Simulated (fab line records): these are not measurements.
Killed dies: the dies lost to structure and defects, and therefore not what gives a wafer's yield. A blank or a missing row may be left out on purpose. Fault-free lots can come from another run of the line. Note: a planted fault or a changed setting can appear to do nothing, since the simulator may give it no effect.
What tool caused it? | flow sky130 | 18 wafers from 6 lots sampled at 2 of the route's 708 steps

== WHAT THE GAUGES SHOWED, per wafer ==
SKY_METAL5_RS_MEAS_05: uses a four-point probe to measure.
lot  | measured     | on            | METAL5_ALCU_RS (ohm/sq)
L380 | day 43 14:20 | film-metro-02 | 0.0273 0.0271 0.0271
L382 | day 44 06:05 | film-metro-03 | 0.0274 0.0275 0.0277
L386 | day 45 14:14 | film-metro-04 | 0.0272 0.0269 0.0275
L391 | day 46 15:55 | film-metro-02 | 0.0267 0.0271 0.0270
L394 | day 47 01:34 | film-metro-02 | 0.0270 0.0271 0.0271
L400 | day 48 13:45 | film-metro-03 | 0.0265 0.0267 0.0268

== TOOL THAT RAN EACH LOT (tool first, then ch and the chambers of the sampled wafers, then the start) ==
lot  | SKY_METAL5_SPUTTER_02
L380 | pvd-sputter-01, day 43 14:10
L382 | pvd-sputter-01, day 44 05:58
L386 | pvd-sputter-01, day 45 14:07
L391 | pvd-sputter-01, day 46 15:46
L394 | pvd-sputter-01, day 47 01:25
L400 | pvd-sputter-04, day 48 13:38
- SKY_METAL5_SPUTTER_02: material AlCu, target thk 1150 nm, time 61.2 s.

== THE ANSWER, worked out from the rows above alone ==
Rule: the usual values come from the lots themselves. Put in order of their means at a reading, lots are off if they are a third of the lots or fewer, leave a main group of 4 or more, and stand apart from it by a gap of 3 or more times the standard deviation of the main group's means; of several such gaps the widest counts. If all means in a main group match to the digits the tables above print for the reading, that group is not used. Also off: a lot with no number at a reading for which 4 or more lots have one. Any other lot the step has rows for is counted as sound.
No lot is off at any reading shown: from this, nothing can be told.

== WHAT THE SIMULATOR HAD INSERTED ==
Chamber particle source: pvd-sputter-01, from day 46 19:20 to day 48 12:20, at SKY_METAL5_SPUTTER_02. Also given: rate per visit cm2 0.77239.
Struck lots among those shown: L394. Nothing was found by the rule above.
